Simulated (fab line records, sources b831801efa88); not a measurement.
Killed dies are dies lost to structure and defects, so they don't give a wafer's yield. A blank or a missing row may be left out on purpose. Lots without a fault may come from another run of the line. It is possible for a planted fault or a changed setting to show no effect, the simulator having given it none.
What tool caused it? -- flow sky130 -- 12 lots, 36 wafers sampled, at 5 steps of a route of 708

## WHAT EACH GAUGE READ, for each wafer
The record lacks any reading of a measuring or inspecting step that a usual standard deviation could be used to judge.

## TOOL THAT RAN EACH LOT (tool first, then ch and the chambers of the sampled wafers, then the start)
lot,SKY_VIA2_ETCH_15,SKY_VIA2_SPUTTER_20,SKY_VIA2_CVD_21,SKY_METAL3_SPUTTER_00,SKY_PAD_OPEN_PROBE_99
L247,"rie_diel-01 ch 0,2,3, day 36 04:13","pvd_sputter-04, day 36 04:55","cvd_w-02 ch 0,1, day 36 04:59","pvd_sputter-01, day 36 05:36","prober-01, day 45 16:39"
L248,"rie_diel-04 ch 0,1,3, day 36 06:25","pvd_sputter-04, day 36 07:04","cvd_w-01 ch 0,1, day 36 07:08","pvd_sputter-01, day 36 07:44","prober-02, day 45 21:01"
L249,"rie_diel-01 ch 2,3, day 36 08:42","pvd_sputter-01, day 36 09:25","cvd_w-01 ch 0,1, day 36 09:29","pvd_sputter-03, day 36 10:05","prober-01, day 45 21:10"
L250,"rie_diel-01 ch 0,1, day 37 06:29","pvd_sputter-01, day 37 07:17","cvd_w-01 ch 0,1, day 37 07:23","pvd_sputter-03, day 37 07:57","prober-02, day 46 15:11"
L252,"rie_diel-04 ch 0,1,2, day 37 21:49","pvd_sputter-02, day 37 22:28","cvd_w-02 ch 0,1, day 37 22:32","pvd_sputter-04, day 37 23:09","prober-01, day 47 00:24"
L255,"rie_diel-01 ch 0,1,2, day 40 09:57","pvd_sputter-04, day 40 10:40","cvd_w-02 ch 0,1, day 40 10:44","pvd_sputter-01, day 40 11:20","prober-02, day 48 22:30"
L259,"rie_diel-01 ch 0,1,2, day 40 14:52","pvd_sputter-04, day 40 15:31","cvd_w-02 ch 0,1, day 40 15:35","pvd_sputter-01, day 40 17:10","prober-02, day 49 08:07"
L261,"rie_diel-01 ch 1,2,3, day 40 15:39","pvd_sputter-04, day 40 16:19","cvd_w-02 ch 0,1, day 40 16:22","pvd_sputter-03, day 40 17:46","prober-02, day 49 08:25"
L262,"rie_diel-03 ch 0,2,3, day 40 15:49","pvd_sputter-01, day 40 16:52","cvd_w-01 ch 0,1, day 40 16:56","pvd_sputter-04, day 40 18:04","prober-01, day 49 08:07"
L266,"rie_diel-03 ch 0,1,2, day 41 20:46","pvd_sputter-02, day 41 21:25","cvd_w-01 ch 0,1, day 41 21:29","pvd_sputter-03, day 41 22:12","prober-02, day 50 02:54"
L268,"rie_diel-04 ch 0,2, day 42 03:13","pvd_sputter-02, day 42 03:52","cvd_w-01 ch 0,1, day 42 03:56","pvd_sputter-03, day 42 04:32","prober-02, day 50 08:22"
L270,"rie_diel-04 ch 0,3, day 43 14:58","pvd_sputter-02, day 43 15:37","cvd_w-02 ch 0,1, day 43 15:41","pvd_sputter-03, day 43 16:30","prober-01, day 51 07:02"
- SKY_VIA2_ETCH_15: etches SiO2 in C4F8/O2/Ar, stops on TiN, target depth 546 nm, time 84 s.
- SKY_VIA2_SPUTTER_20: material TiN, target thk 20 nm, time 80 s.
- SKY_VIA2_CVD_21: deposits W, target thk 420 nm, time 126.4 s.
- SKY_METAL3_SPUTTER_00: material Ti, target thk 15 nm, time 10 s.
- SKY_PAD_OPEN_PROBE_99

## AS READ BY THE TOOLS THEMSELVES (means over the sampled wafers that have a number; for cases with no such wafer, the mark the record gives instead)
SKY_VIA2_ETCH_15. Usual: oes_product_au at 0.945 a.u., with a standard deviation of 0.0045.
lot,tool,oes_product_au (a.u.),flag
L247,rie_diel-01,0.943,
L248,rie_diel-04,0.944,
L249,rie_diel-01,0.945,
L250,rie_diel-01,0.949,
L252,rie_diel-04,0.948,
L255,rie_diel-01,0.942,
L259,rie_diel-01,0.943,
L261,rie_diel-01,0.947,
L262,rie_diel-03,0.942,
L266,rie_diel-03,0.943,
L268,rie_diel-04,0.944,
L270,rie_diel-04,0.949,

SKY_VIA2_SPUTTER_20. Usual: cathode_dc_power_W 4000.0 W, standard deviation 0.71; throttle_valve_pct 29.9 %, standard deviation 0.9.
lot,tool,cathode_dc_power_W (W),throttle_valve_pct (%),flag
L247,pvd_sputter-04,4000.0,30.4,
L248,pvd_sputter-04,3999.5,30.2,
L249,pvd_sputter-01,4001.0,31.1,
L250,pvd_sputter-01,4000.5,30.2,
L252,pvd_sputter-02,4000.1,29.2,
L255,pvd_sputter-04,4000.1,30.3,
L259,pvd_sputter-04,3520.3,30.4,OFF
L261,pvd_sputter-04,3519.7,30.5,OFF
L262,pvd_sputter-01,4000.2,30.3,
L266,pvd_sputter-02,4000.4,29.0,
L268,pvd_sputter-02,4000.3,28.8,
L270,pvd_sputter-02,4000.3,29.0,

SKY_VIA2_CVD_21. Usual: heater_power_w at 825 W, with a standard deviation of 46.
lot,tool,heater_power_w (W),flag
L247,cvd_w-02,826,
L248,cvd_w-01,841,
L249,cvd_w-01,846,
L250,cvd_w-01,902,
L252,cvd_w-02,789,
L255,cvd_w-02,827,
L259,cvd_w-02,835,
L261,cvd_w-02,814,
L262,cvd_w-01,825,
L266,cvd_w-01,811,
L268,cvd_w-01,824,
L270,cvd_w-02,823,

SKY_METAL3_SPUTTER_00. Usual: cathode_dc_power_W 3000.0 W, standard deviation 0.57; throttle_valve_pct 30.5 %, standard deviation 0.9.
lot,tool,cathode_dc_power_W (W),throttle_valve_pct (%),flag
L247,pvd_sputter-01,3000.1,29.7,
L248,pvd_sputter-01,3000.0,30.4,
L249,pvd_sputter-03,2999.6,29.6,
L250,pvd_sputter-03,3000.0,30.3,
L252,pvd_sputter-04,2999.8,30.4,
L255,pvd_sputter-01,2999.6,30.6,
L259,pvd_sputter-01,3000.2,30.3,
L261,pvd_sputter-03,2999.7,31.2,
L262,pvd_sputter-04,2999.7,30.5,
L266,pvd_sputter-03,3000.0,30.7,
L268,pvd_sputter-03,3000.5,30.9,
L270,pvd_sputter-03,3000.7,30.9,

SKY_PAD_OPEN_PROBE_99. Usual: defect_limited_yield 82.5 %, standard deviation 2; killed_at_M0_to_M3 43, standard deviation 7.3; killed_at_M4_up 3.5, standard deviation 2.2; killed_at_contacts 24, standard deviation 5.3; killed_at_front_end 15, standard deviation 4.2; killed_at_other 0.3, standard deviation 0.67; killed_dies 86, standard deviation 9.8; killed_on_rim 17, standard deviation 3.8; killed_open 47, standard deviation 7.2; killed_short 39, standard deviation 6.5; sort_bin_3_pad_short 0.9 %, standard deviation 0.42; sort_bin_5_function 10.4 %, standard deviation 1.5; sort_bin_6_memory 6.3 %, standard deviation 1.2; sort_bin_8_speed 0.00 %, standard deviation 0.038; sort_n_pass 406, standard deviation 9.9; sort_yield_pct 82.5 %, standard deviation 2.
lot,tool,defect_limited_yield (%),killed_at_M0_to_M3,killed_at_M4_up,killed_at_contacts,killed_at_front_end,killed_at_other,killed_dies,killed_on_rim,killed_open,killed_short,sort_bin_3_pad_short (%),sort_bin_5_function (%),sort_bin_6_memory (%),sort_bin_8_speed (%),sort_n_pass,sort_yield_pct (%),flag
L247,prober-01,80.3,42,3.3,34,17,0.3,97,21,54,43,0.9,11.5,7.3,0.14,394,80.2,OFF
L248,prober-02,83.2,39,5.3,23,16,0.3,83,19,42,40,0.9,10.0,5.9,0.00,409,83.2,
L249,prober-01,81.4,46,5.7,21,18,0.7,91,21,45,46,0.8,11.3,6.5,0.00,401,81.4,
L250,prober-02,81.4,48,1.7,27,15,0.0,92,17,55,36,1.0,10.5,7.1,0.00,400,81.4,
L252,prober-01,82.7,44,3.3,20,17,0.7,85,14,52,33,1.1,9.8,6.3,0.00,407,82.7,
L255,prober-02,82.9,38,3.3,26,17,0.3,84,15,48,36,1.0,9.8,6.3,0.00,408,82.9,
L259,prober-02,83.3,40,2.0,21,18,1.0,82,16,43,39,1.1,9.8,5.8,0.00,410,83.3,
L261,prober-02,84.5,34,2.0,26,14,0.3,76,14,42,34,0.7,8.7,6.0,0.00,416,84.5,
L262,prober-01,82.9,37,4.7,25,17,0.7,84,18,45,38,0.4,10.1,6.6,0.00,408,82.9,
L266,prober-02,80.3,55,5.7,22,14,0.0,97,15,51,45,1.2,11.5,6.9,0.00,395,80.3,
L268,prober-02,82.5,45,2.3,22,16,0.3,86,16,45,41,1.3,10.4,5.7,0.00,406,82.5,
L270,prober-01,80.8,48,2.0,25,20,0.0,95,15,46,47,1.1,11.1,7.0,0.00,397,80.8,

## THE ANSWER, worked out from the rows above alone
Rule: a lot counts as off when the mean over its wafers that have a number is more than 3 standard deviations away from the usual mean. Also off: a lot with no number at a reading for which 4 or more lots have one. The other lots that the step has rows for count as sound. Order of review: gauges by route order, followed by the tools' own readings, for which a lot's mean as printed above is used. At the first step where some lot is off, the reading lying furthest off is the one used; lots without a number count as furthest.
Off at SKY_VIA2_SPUTTER_20 (cathode_dc_power_W): L259, L261.
A tool fits if, at that step or a process step before it, it ran every lot that is off, and no sound lot after the first of them. This does not decide it: 2 tools fit, namely rie_diel-01 at SKY_VIA2_ETCH_15 and pvd_sputter-04 at SKY_VIA2_SPUTTER_20.

## WHAT THE SIMULATOR HAD INSERTED
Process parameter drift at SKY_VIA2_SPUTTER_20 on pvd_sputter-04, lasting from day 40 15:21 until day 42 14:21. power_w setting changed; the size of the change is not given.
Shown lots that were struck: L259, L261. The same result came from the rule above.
